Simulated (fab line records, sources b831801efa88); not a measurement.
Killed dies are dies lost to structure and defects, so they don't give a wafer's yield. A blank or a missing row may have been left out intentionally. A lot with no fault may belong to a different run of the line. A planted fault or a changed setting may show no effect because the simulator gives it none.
Comparing a struck lot with a sound one ; flow sfq-line ; 21 steps out of a route of 325
Sound: these wafers, L945.1, L945.2, L945.5. Wafers L955.2, L955.4, L955.6 were the ones struck. The cause comes at the end.
Per side, at each step with rows, come the tool, then ch with its chambers, and then its first start. Under that, the readings that differ: sound wafers ; struck wafers ; difference of the means ; sigmas: that difference in standard deviations of wafers without a fault.
alike: words and numbers the same on both sides, and readings whose means are apart by under 2 such deviations; not compared: readings that were withheld, readings missing a value for some wafer, numbers with overlapping values and no deviation given by the record, and bounds like >300 which may hide the same value.
The two part at a step that has a row with sigmas, a row that says differs or no value, or rows on one side only. Numbers that don't overlap but have no deviation are shown without sigmas and don't part them. Lack of a reading on every wafer of one side parts them only where that side has two or more wafers.

first, 1 step without rows for these wafers: SFQ_TRILAYER_JJ_TRILAYER_DEP_AL_OXIDATION_111 (oxidation time 600 s).
SFQ_TRILAYER_JJ_TRILAYER_DEP_SPUTTER_112: material Nb, target thk 170 nm, time 113.3 s.
  sound on pvd-sputter-05, day 47 18:04; struck on pvd-sputter-05, day 50 23:17
  alike: base-pressure-pa, throttle-valve-pct
SFQ_JJ_RS_MEAS_929: measurement is done with a four-point probe.
  sound on film-metro-01, day 47 18:08; struck on film-metro-03, day 50 23:23
  alike: JJ_NB_RS
then, 6 steps without rows for these wafers: SFQ_TRILAYER_JJ_CE_LITHO_COAT_119 (resist thk 62 nm); SFQ_TRILAYER_JJ_CE_LITHO_COAT_114 (resist thk 600 nm); SFQ_TRILAYER_JJ_CE_LITHO_SOFTBAKE_118; SFQ_TRILAYER_JJ_CE_LITHO_EXPOSE_115 (exposes mask J5, target cd 700 nm); SFQ_TRILAYER_JJ_CE_LITHO_PEB_117 (peb time 60 s); SFQ_TRILAYER_JJ_CE_LITHO_DEVELOP_116 (time 60 s).
-- the record jumps here: 5 days lie between the struck wafers' starts before and after --
SFQ_JJ_OVL_MEAS_931:
  sound on overlay-02, day 53 03:19; struck on overlay-02, day 56 09:19
  alike: J5_OVL
SFQ_TRILAYER_JJ_CE_METRO_MEASURE_117:
  sound on cd-sem-01, day 53 03:21; struck on cd-sem-02, day 56 09:33
  alike: cd-nm
SFQ_TRILAYER_JJ_CE_BARC_OPEN_RIE_150: chemistry O2, target BARC, target depth 240 nm, time 80 s.
  sound on rie-metal-01 ch 0,1, day 53 04:33; struck on rie-metal-04 ch 0,1, day 56 10:33
  no value came back on the struck wafers for any of 5 readings (bias-w (W), chamber-pressure-mTorr (mTorr) and others); on the sound wafers bias-w (W) reads 80.18 80.13 79.69
  not compared: rf-hours-counter-h
SFQ_TRILAYER_JJ_CE_ETCH_RIE_118: chemistry SF6, target Nb, stops on Al2O3, time 97.7 s, target depth 170 nm.
  sound on rie-metal-01 ch 0,1, day 53 04:38; struck on rie-metal-04 ch 0,1, day 56 10:38
reading;sound;struck;difference;sigmas
oes-product-au (a.u.);0.988 0.993 0.992;0.372 0.383 0.371;-0.616;-98
  alike: bias-w, chamber-pressure-mTorr, drypump-motor-current-A
  not compared: rf-hours-counter-h
after that, 1 step had no rows for these wafers: SFQ_TRILAYER_JJ_ANODIZE_ANODIZE_119.
SFQ_TRILAYER_JJ_CE_STRIP_STRIP_120: strips in O2.
  sound on rie-metal-04 ch 0,1, day 53 05:17; struck on rie-metal-02 ch 0,1, day 56 11:15
reading;sound;struck;difference;sigmas
drypump-motor-current-A (A);5.46 4.89 4.89;5.67 5.53 5.72;+0.56;+3
  alike: oes-product-au
  not compared: rf-hours-counter-h
then, 4 steps without rows for these wafers: SFQ_TRILAYER_JJ_CE_STRIP_SOLV_CLEAN_121 (cleans in NMP, time 600 s); SFQ_TRILAYER_M5_LITHO_COAT_128 (resist thk 62 nm); SFQ_TRILAYER_M5_LITHO_COAT_123 (resist thk 600 nm); SFQ_TRILAYER_M5_LITHO_SOFTBAKE_127.
-- the record jumps here: 5 days lie between the struck wafers' starts before and after --
SFQ_TRILAYER_M5_LITHO_EXPOSE_124: exposes mask M5, target cd 700 nm.
  struck on krf-scanner-02, day 61 17:52; sound on krf-scanner-01 ch 0, day 58 13:41
  no value came back on the struck wafers for exposure-dose-mJ-cm2, focus-offset-nm (nm); on the sound wafers exposure-dose-mJ-cm2 reads 14.395 14.396 14.389
  alike: mask
then, 1 step without rows for these wafers: SFQ_TRILAYER_M5_LITHO_PEB_126 (peb time 60 s).

== WHERE THEY PART ==
First at SFQ_TRILAYER_JJ_CE_BARC_OPEN_RIE_150; last, within this record, at SFQ_TRILAYER_M5_LITHO_EXPOSE_124.

WHY: what had been put in by the simulator
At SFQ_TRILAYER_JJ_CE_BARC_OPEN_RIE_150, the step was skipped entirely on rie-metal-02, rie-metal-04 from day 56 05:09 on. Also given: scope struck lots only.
